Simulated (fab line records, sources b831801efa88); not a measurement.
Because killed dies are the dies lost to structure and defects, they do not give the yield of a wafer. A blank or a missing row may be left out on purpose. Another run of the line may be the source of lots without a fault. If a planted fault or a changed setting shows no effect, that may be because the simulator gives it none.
Which tool did it? | flow sfq_line | route of 325 steps, sampled at 1 step: 15 lots, 45 wafers

## WHAT THE GAUGES READ, wafer by wafer
The record lacks any reading of a measuring or inspecting step that a usual standard deviation could be used to judge.

## EACH LOT AND THE TOOL THAT RAN IT (in order: tool; ch and the chambers of the sampled wafers; start)
lot  | SFQ_TRILAYER_JJ_CE_LITHO_EXPOSE_115
L632 | krf_scanner-01 ch 0, day 51 16:50
L633 | krf_scanner-01 ch 0, day 51 23:02
L634 | krf_scanner-01 ch 0, day 52 02:04
L635 | krf_scanner-01 ch 0, day 52 03:52
L636 | krf_scanner-02 ch 0, day 52 05:47
L640 | krf_scanner-01 ch 0, day 53 02:38
L641 | krf_scanner-01 ch 0, day 54 10:08
L642 | krf_scanner-01 ch 0, day 55 23:53
L643 | krf_scanner-01 ch 0, day 56 03:41
L644 | krf_scanner-01, day 56 05:05
L645 | krf_scanner-01, day 56 07:05
L646 | krf_scanner-01, day 56 09:29
L647 | krf_scanner-01 ch 0, day 56 15:41
L653 | krf_scanner-01 ch 0, day 58 19:07
L655 | krf_scanner-01 ch 0, day 63 10:52
- SFQ_TRILAYER_JJ_CE_LITHO_EXPOSE_115: exposes mask J5, target cd 700 nm.

## WHAT THE TOOLS THEMSELVES READ (means of the sampled wafers that have a number; where no wafer has one, the mark that the record gives instead)
SFQ_TRILAYER_JJ_CE_LITHO_EXPOSE_115. Usual: exposure_dose_mJ_cm2 14.401, standard deviation 0.013; focus_offset_nm -0.1 nm, standard deviation 0.48.
lot  | tool           | exposure_dose_mJ_cm2 | focus_offset_nm (nm) | flag
L632 | krf_scanner-01 | 14.409               | -0.0                 |
L633 | krf_scanner-01 | 14.410               | 0.0                  |
L634 | krf_scanner-01 | 14.385               | -0.6                 |
L635 | krf_scanner-01 | 14.409               | 0.0                  |
L636 | krf_scanner-02 | 14.392               | -0.3                 |
L640 | krf_scanner-01 | 14.402               | 0.3                  |
L641 | krf_scanner-01 | 14.387               | 0.1                  |
L642 | krf_scanner-01 | 14.388               | -0.1                 |
L643 | krf_scanner-01 | 14.390               | -0.1                 |
L644 | krf_scanner-01 | -                    | -                    | OFF
L645 | krf_scanner-01 | -                    | -                    | OFF
L646 | krf_scanner-01 | -                    | -                    | OFF
L647 | krf_scanner-01 | 14.418               | 0.1                  |
L653 | krf_scanner-01 | 14.392               | -0.3                 |
L655 | krf_scanner-01 | 14.404               | 0.1                  |

## THE ANSWER, worked out from the rows above alone
Rule: a lot counts as off when the mean over its wafers that have a number is more than 3 standard deviations away from the usual mean. Also off: a lot with no number at a reading for which 4 or more lots have one. Any other lot the step has rows for is counted as sound. The gauges are gone through in route order, then the tools' own readings, and for those a lot's mean is taken as printed above. At the first step where some lot is off, the reading lying furthest off is the one used; lots without a number count as furthest.
Off at SFQ_TRILAYER_JJ_CE_LITHO_EXPOSE_115 (exposure_dose_mJ_cm2): L644, L645, L646. Without a number there: L644, L645, L646.
If a tool, at that step or one of the process steps before it, ran each lot that is off and ran no sound lot following the first of them, it fits. No candidate that was tried fits.

## WHAT THE SIMULATOR HAD PUT IN
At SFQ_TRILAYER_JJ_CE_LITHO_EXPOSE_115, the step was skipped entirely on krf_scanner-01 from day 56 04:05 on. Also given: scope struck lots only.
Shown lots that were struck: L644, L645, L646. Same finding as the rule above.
